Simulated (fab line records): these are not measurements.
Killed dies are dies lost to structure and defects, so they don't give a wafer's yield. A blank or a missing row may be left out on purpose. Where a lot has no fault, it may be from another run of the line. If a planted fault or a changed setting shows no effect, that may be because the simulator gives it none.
Which tool was responsible? | flow sky130 | 12 lots, 36 wafers sampled, at 5 steps of a route of 708

== WHAT THE GAUGES SHOWED, per wafer ==
SKY_VT_ADJUST_LVTN_OVL_MEAS_07. Usual: VT_ADJUST_LVTN_OVL gives -0.3 nm (standard deviation 1.4).
lot  | measured     | on         | VT_ADJUST_LVTN_OVL (nm) | flag
L773 | day 6 18:39  | overlay-01 | -1.0 -0.1 -0.2          |
L775 | day 7 06:07  | overlay-02 | 0.5 0.0 0.6             |
L783 | day 9 13:47  | overlay-01 | - - -                   | OFF
L784 | day 9 21:50  | overlay-01 | - - -                   | OFF
L787 | day 10 14:46 | overlay-01 | -0.1 -0.9 -2.0          |
L788 | day 11 02:04 | overlay-01 | -1.5 -1.7 -1.3          |
L789 | day 11 04:10 | overlay-01 | 1.2 2.3 0.2             |
L790 | day 11 12:34 | overlay-02 | 0.6 -2.7 -1.2           |
L791 | day 11 19:52 | overlay-02 | -1.9 0.7 -0.1           |
L792 | day 12 01:37 | overlay-02 | 1.5 1.7 -0.5            |
L794 | day 12 19:23 | overlay-01 | 1.2 -0.8 2.3            |
L795 | day 13 06:14 | overlay-01 | -0.4 -0.1 -1.5          |

SKY_VT_ADJUST_LVTN_TW_MEAS_10. Usual: VT_ADJUST_LVTN_TW gives 242.6 (standard deviation 1.2).
lot  | measured     | on            | VT_ADJUST_LVTN_TW | flag
L773 | day 6 18:57  | film-metro-01 | 240.3 240.8 239.7 |
L775 | day 7 06:24  | film-metro-03 | 241.8 242.7 243.0 |
L783 | day 9 14:05  | film-metro-03 | 30.2 30.4 30.2    | OFF
L784 | day 9 22:07  | film-metro-03 | 30.2 30.3 30.2    | OFF
L787 | day 10 15:03 | film-metro-03 | 243.8 243.4 241.9 |
L788 | day 11 02:21 | film-metro-02 | 243.3 242.7 242.9 |
L789 | day 11 04:26 | film-metro-03 | 241.6 242.7 243.0 |
L790 | day 11 12:52 | film-metro-02 | 243.2 242.9 243.8 |
L791 | day 11 20:09 | film-metro-03 | 243.5 243.5 243.6 |
L792 | day 12 01:54 | film-metro-02 | 242.2 243.6 242.7 |
L794 | day 12 19:40 | film-metro-01 | 242.4 241.9 242.4 |
L795 | day 13 06:31 | film-metro-01 | 243.8 243.3 241.9 |

SKY_VT_ADJUST_HVTR_OVL_MEAS_08. Usual: VT_ADJUST_HVTR_OVL gives -0.2 nm (standard deviation 1.2).
lot  | measured     | on         | VT_ADJUST_HVTR_OVL (nm) | flag
L773 | day 9 08:08  | overlay-02 | 1.2 -0.9 0.4            |
L775 | day 9 21:20  | overlay-02 | -1.8 0.7 -0.4           |
L783 | day 12 13:08 | overlay-01 | -1.6 -0.2 -1.7          |
L784 | day 12 21:38 | overlay-01 | 0.5 -2.6 -1.2           |
L787 | day 13 15:23 | overlay-01 | -1.7 0.6 -0.4           |
L788 | day 14 02:50 | overlay-02 | -2.5 -1.7 -2.2          |
L789 | day 14 05:53 | overlay-01 | -1.3 -2.2 -2.9          |
L790 | day 14 13:50 | overlay-02 | 1.4 2.2 0.0             |
L791 | day 14 22:38 | overlay-02 | -1.2 0.1 1.2            |
L792 | day 15 03:20 | overlay-01 | 1.5 1.7 -1.0            |
L794 | day 15 22:45 | overlay-01 | -1.0 -1.1 -0.5          |
L795 | day 16 11:23 | overlay-02 | 0.1 0.4 -1.5            |

== WHICH TOOL RAN EACH LOT (tool, then ch and the chambers of the sampled wafers, then the start) ==
lot  | SKY_DNWELL_STRIP_08                 | SKY_VT_ADJUST_LVTN_DEVELOP_06
L773 | plasma-asher-02 ch 0,1, day 3 03:10 | litho-track-03 ch 0, day 6 18:00
L775 | plasma-asher-02 ch 0,1, day 3 12:31 | litho-track-04 ch 0, day 7 05:00
L783 | plasma-asher-04 ch 0,1, day 5 09:58 | litho-track-03 ch 0, day 9 13:00
L784 | plasma-asher-01 ch 0,1, day 5 16:17 | litho-track-03 ch 0, day 9 21:00
L787 | plasma-asher-04 ch 0, day 6 06:16   | litho-track-04 ch 0, day 10 14:00
L788 | plasma-asher-02 ch 0,1, day 6 14:14 | litho-track-04 ch 0, day 11 01:00
L789 | plasma-asher-02 ch 0,1, day 6 17:04 | litho-track-04 ch 0, day 11 04:00
L790 | plasma-asher-02 ch 0,1, day 7 00:13 | litho-track-01 ch 0, day 11 12:00
L791 | plasma-asher-01 ch 0,1, day 7 05:25 | litho-track-01 ch 0, day 11 19:00
L792 | plasma-asher-01 ch 0,1, day 7 08:53 | litho-track-01 ch 0, day 12 01:00
L794 | plasma-asher-01 ch 0,1, day 7 22:44 | litho-track-01 ch 0, day 12 19:00
L795 | plasma-asher-04 ch 0,1, day 8 09:01 | litho-track-03 ch 0, day 13 06:00
- SKY_DNWELL_STRIP_08: strips in O2/N2.
- SKY_VT_ADJUST_LVTN_DEVELOP_06: develop time 60 s.

== AS READ BY THE TOOLS THEMSELVES (means over the sampled wafers that have a number; for cases with no such wafer, the mark the record gives instead) ==
SKY_DNWELL_STRIP_08. Usual: drypump-motor-current-A 5.8 A, standard deviation 0.46; oes-product-au 0.723 a.u., standard deviation 0.0043; strip-time-to-endpoint-s 36.90 s, standard deviation 0.1.
lot  | tool            | drypump-motor-current-A (A) | oes-product-au (a.u.) | strip-time-to-endpoint-s (s) | flag
L773 | plasma-asher-02 | 5.7                         | 0.722                 | 36.77                        |
L775 | plasma-asher-02 | 5.7                         | 0.725                 | 36.96                        |
L783 | plasma-asher-04 | 5.7                         | 0.721                 | 36.90                        |
L784 | plasma-asher-01 | 6.0                         | 0.719                 | 36.81                        |
L787 | plasma-asher-04 | 5.3                         | 0.721                 | 37.07                        |
L788 | plasma-asher-02 | 5.8                         | 0.720                 | 36.93                        |
L789 | plasma-asher-02 | 5.7                         | 0.726                 | 36.83                        |
L790 | plasma-asher-02 | 5.8                         | 0.724                 | 36.97                        |
L791 | plasma-asher-01 | 6.0                         | 0.722                 | 36.84                        |
L792 | plasma-asher-01 | 5.6                         | 0.721                 | 36.86                        |
L794 | plasma-asher-01 | 5.6                         | 0.724                 | 36.89                        |
L795 | plasma-asher-04 | 6.2                         | 0.724                 | 36.98                        |

== THE ANSWER, worked out from the rows above alone ==
Rule: lot off if the mean of its wafers having a number is beyond 3 standard deviations from the usual mean. Also off: a lot with no number at a reading for which 4 or more lots have one. Any other lot the step has rows for is counted as sound. After the gauges, taken in route order, come the tools' own readings; for these a lot's mean is taken, as printed above. The first step at which some lot is off is used, and at that step the reading that is off furthest; a lot without a number counts as furthest.
Off: at SKY_VT_ADJUST_LVTN_OVL_MEAS_07 (VT_ADJUST_LVTN_OVL), L783, L784. Without a number there: L783, L784.
If a tool, at a process step before that reading, ran all the lots that are off and no sound lot after the first of them, it fits. The gauges at SKY_VT_ADJUST_LVTN_OVL_MEAS_07 aren't tried: what is off there is off at SKY_VT_ADJUST_LVTN_TW_MEAS_10 too, on other tools, and a gauge's error can't cause that. Of those tried, none fits.

== WHAT THE SIMULATOR HAD PUT IN ==
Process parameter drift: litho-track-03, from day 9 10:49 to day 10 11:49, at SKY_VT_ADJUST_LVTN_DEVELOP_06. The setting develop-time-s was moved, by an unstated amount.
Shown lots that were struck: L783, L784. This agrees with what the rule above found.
